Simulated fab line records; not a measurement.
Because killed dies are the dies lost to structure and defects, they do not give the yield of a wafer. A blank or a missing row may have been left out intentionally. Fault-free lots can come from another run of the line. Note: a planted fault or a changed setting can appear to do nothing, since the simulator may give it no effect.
Which tool was responsible? | flow sky130 | 13 lots, 39 wafers sampled, at 4 steps of a route of 708

WHAT THE GAUGES READ, wafer by wafer
SKY_POLY_GATE_OVL_MEAS_14.
lot  | measured     | on         | POLY_GATE_OVL (nm)
L840 | day 15 21:42 | overlay-01 | -4 -2 -3
L844 | day 17 19:31 | overlay-01 | 12 8 0
L845 | day 17 22:49 | overlay-01 | -1 2 -3
L847 | day 18 21:19 | overlay-02 | 4 -1 1
L848 | day 19 06:15 | overlay-02 | 11 9 6
L852 | day 21 10:48 | overlay-02 | 0 -2 -6
L856 | day 22 22:17 | overlay-02 | -3 -6 3
L857 | day 23 00:39 | overlay-01 | 1 2 4
L858 | day 23 06:19 | overlay-02 | -6 0 -3
L860 | day 23 14:36 | overlay-02 | -12 -15 -14
L862 | day 24 14:41 | overlay-01 | -2 -3 -4
L861 | day 24 17:42 | overlay-01 | 4 7 5
L863 | day 25 09:38 | overlay-01 | -3 8 -2

SKY_POLY_CUT_CD_MEAS_08: the cd target is 270 nm.
lot  | measured     | on       | cdNm (nm)
L840 | day 23 15:47 | cdSem-01 | 268.3 268.0 267.3
L844 | day 25 15:37 | cdSem-01 | 270.1 268.6 270.0
L845 | day 25 18:23 | cdSem-02 | 271.2 270.2 269.8
L847 | day 26 13:10 | cdSem-01 | 271.2 269.3 271.1
L848 | day 26 23:32 | cdSem-01 | 268.3 269.9 269.6
L852 | day 28 23:49 | cdSem-02 | 271.8 271.4 271.8
L856 | day 30 10:32 | cdSem-01 | 268.7 267.7 268.7
L857 | day 30 13:34 | cdSem-02 | 271.2 271.1 270.1
L858 | day 30 16:02 | cdSem-01 | 271.1 270.2 271.6
L860 | day 30 23:43 | cdSem-02 | 271.4 268.7 270.2
L862 | day 32 02:50 | cdSem-01 | 271.6 271.1 271.8
L861 | day 32 02:12 | cdSem-01 | 271.6 270.2 270.6
L863 | day 32 18:29 | cdSem-01 | 269.4 269.8 268.9

EACH LOT AND THE TOOL THAT RAN IT (in order: tool; ch and the chambers of the sampled wafers; start)
lot  | SKY_LDD_HVN_STRIP_09                | SKY_LDD_LDN_IMPLANT_11
L840 | plasmaAsher-01 ch 0,1, day 19 16:44 | implanter-02 ch 0, day 22 06:31
L844 | plasmaAsher-03 ch 0,1, day 21 18:24 | implanter-02 ch 0, day 24 06:56
L845 | plasmaAsher-03 ch 0,1, day 21 23:01 | implanter-04 ch 0, day 24 11:27
L847 | plasmaAsher-01 ch 0,1, day 22 20:06 | implanter-03 ch 0, day 25 07:07
L848 | plasmaAsher-03 ch 1, day 23 04:10   | implanter-04 ch 0, day 25 16:22
L852 | plasmaAsher-04 ch 0,1, day 25 06:49 | implanter-04 ch 0, day 27 16:59
L856 | plasmaAsher-04 ch 0,1, day 26 18:07 | implanter-04 ch 0, day 29 03:46
L857 | plasmaAsher-01 ch 1, day 26 20:28   | implanter-04 ch 0, day 29 05:53
L858 | plasmaAsher-04 ch 0,1, day 27 00:55 | implanter-03 ch 0, day 29 10:13
L860 | plasmaAsher-04 ch 0,1, day 27 09:53 | implanter-03 ch 0, day 29 19:01
L862 | plasmaAsher-03 ch 0,1, day 28 07:46 | implanter-02 ch 0, day 30 16:37
L861 | plasmaAsher-04 ch 0,1, day 28 12:08 | implanter-03 ch 0, day 30 19:27
L863 | plasmaAsher-01 ch 0,1, day 29 03:46 | implanter-02 ch 0, day 31 11:59
- SKY_LDD_HVN_STRIP_09: strips in O2/N2.
- SKY_LDD_LDN_IMPLANT_11

WHAT THE TOOLS THEMSELVES READ (means of the sampled wafers that have a number; where no wafer has one, the mark that the record gives instead)
SKY_LDD_HVN_STRIP_09.
lot  | tool           | drypumpMotorCurrentA (A) | oesProductAu (a.u.) | stripTimeToEndpointS (s)
L840 | plasmaAsher-01 | 5.6                      | 0.406               | 4.152
L844 | plasmaAsher-03 | 5.9                      | 0.413               | 4.136
L845 | plasmaAsher-03 | 6.1                      | 0.411               | 4.139
L847 | plasmaAsher-01 | 5.3                      | 0.411               | 4.124
L848 | plasmaAsher-03 | 5.7                      | 0.411               | 4.143
L852 | plasmaAsher-04 | 5.3                      | 0.411               | 4.145
L856 | plasmaAsher-04 | 5.3                      | 0.407               | 4.113
L857 | plasmaAsher-01 | 5.1                      | 0.410               | 4.135
L858 | plasmaAsher-04 | 5.3                      | 0.408               | 4.138
L860 | plasmaAsher-04 | 5.3                      | 0.410               | 4.146
L862 | plasmaAsher-03 | 6.0                      | 0.406               | 4.147
L861 | plasmaAsher-04 | 5.3                      | 0.405               | 4.129
L863 | plasmaAsher-01 | 5.6                      | 0.406               | 4.114

SKY_LDD_LDN_IMPLANT_11.
lot  | tool         | beamEnergyKeV | rotationDeg (degrees)
L840 | implanter-02 | 15.001        | 293.03
L844 | implanter-02 | 14.996        | 293.07
L845 | implanter-04 | 15.003        | 292.94
L847 | implanter-03 | 15.000        | 293.00
L848 | implanter-04 | 15.002        | 292.98
L852 | implanter-04 | 14.997        | 293.03
L856 | implanter-04 | 15.808        | 292.96
L857 | implanter-04 | 15.807        | 292.96
L858 | implanter-03 | 15.006        | 293.01
L860 | implanter-03 | 14.999        | 293.02
L862 | implanter-02 | 14.999        | 292.94
L861 | implanter-03 | 14.999        | 293.06
L863 | implanter-02 | 14.997        | 293.01

THE ANSWER, worked out from the rows above alone
Rule: the lots themselves supply what counts as usual. The widest of any qualifying gaps counts: lots, ordered by their means at a reading, are off when they make up no more than a third of the lots, leave a main group of 4 or more, and stand apart from it by 3 or more times the standard deviation of that group's means. A main group is skipped when, at the precision printed for the reading in the tables above, its means are all equal. Also off: a lot with no number at a reading for which 4 or more lots have one. The other lots that the step has rows for count as sound. First the gauges in route order, then the tools' own readings, where a lot's mean is used as printed above. The first step at which some lot is off is used, and at that step the reading that is off furthest; a lot without a number counts as furthest.
Off at SKY_LDD_LDN_IMPLANT_11 (beamEnergyKeV): L856, L857. Main group: mean 15.000, sd 0.0028.
A tool fits if, at that step or a process step before it, it ran every lot that is off, and no sound lot after the first of them. One fits: SKY_LDD_LDN_IMPLANT_11 on implanter-04. A fault onset in the window from L852 (day 27 16:59, its last sound lot) to L856 (day 29 03:46, its first lot off) fits.
On the lots that are off, the tool's own readings at SKY_LDD_LDN_IMPLANT_11 differ by more than 5 times the standard deviation of the sound lots' means, which bears it out; beamEnergyKeV reads 15.808 there versus 15.000 on the sound lots.

WHAT WAS PUT IN BY THE SIMULATOR
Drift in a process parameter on implanter-04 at SKY_LDD_LDN_IMPLANT_11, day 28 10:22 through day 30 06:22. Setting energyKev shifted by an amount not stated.
Shown lots that were struck: L856, L857. The rule above found the same.
